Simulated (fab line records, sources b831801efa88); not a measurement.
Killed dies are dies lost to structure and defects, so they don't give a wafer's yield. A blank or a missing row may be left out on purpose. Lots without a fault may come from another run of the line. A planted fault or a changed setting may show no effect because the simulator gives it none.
One fault seen from 2 desks | flow gf180mcu | each desk has only its own numbers; what lay behind them comes last

THE METROLOGY DESK
What the gauges read, lot by lot, whatever tool the lot ran on: means of the sampled wafers that have a number. A lot is out of limits, marked OUT, if its mean lies more than 4 standard deviations from the usual mean; the brackets give that distance.
Columns: A = V3_CVD_02_THK at GF_V3_THK_MEAS_03, usual 851 nm
lot  | first seen here | A
L918 | day 22 01:11    | 860
L919 | day 22 06:13    | 871
L920 | day 23 00:06    | 852
L921 | day 23 05:35    | 841
L928 | day 25 15:16    | 583 (-24) OUT
L929 | day 25 20:55    | 586 (-24) OUT
L930 | day 25 22:10    | 843
L931 | day 26 13:59    | 856
L932 | day 26 20:36    | 853
L933 | day 27 04:18    | 845
L940 | day 29 01:07    | 853
This desk's finding: out of limits on L928, L929; first on L928, day 25 15:16 (V3_CVD_02_THK at GF_V3_THK_MEAS_03). In limits: L918, L919, L920, L921, L930, L931, L932, L933, L940.

THE TOOL OWNER'S DESK: pecvd-01
The tool's own readings at GF_V3_CVD_02 (deposits SiO2 from TEOS, target thk 850 nm, time 94.851 s): means of the sampled wafers that have a number, for each lot that ran on this tool. A lot is out of limits, marked OUT, if its mean lies more than 4 standard deviations from the usual mean; the brackets give that distance.
Columns: A = heater_power_w at GF_V3_CVD_02, usual 674 W
lot  | first seen here | A
L918 | day 22 01:06    | 727
L919 | day 22 06:09    | 659
L928 | day 25 15:10    | 691
L929 | day 25 20:50    | 687
This desk's finding: nothing out of limits on any of the 4 lots.

PUT TOGETHER
The metrology desk could have raised an alarm at day 25 15:16, on L928, L929.
The tool owner's desk saw nothing out of limits.
The tool owner's desk has L928, L929 on record, within its limits.
Of the lots named, all ran GF_V3_CVD_02 on pecvd-01.

WHAT THE SIMULATOR HAD PUT IN
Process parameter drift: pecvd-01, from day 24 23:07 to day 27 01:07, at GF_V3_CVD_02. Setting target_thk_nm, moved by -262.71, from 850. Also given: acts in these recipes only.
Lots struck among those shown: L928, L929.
Hours from the fault's start to each desk's first reading out of limits: the metrology desk, 16.
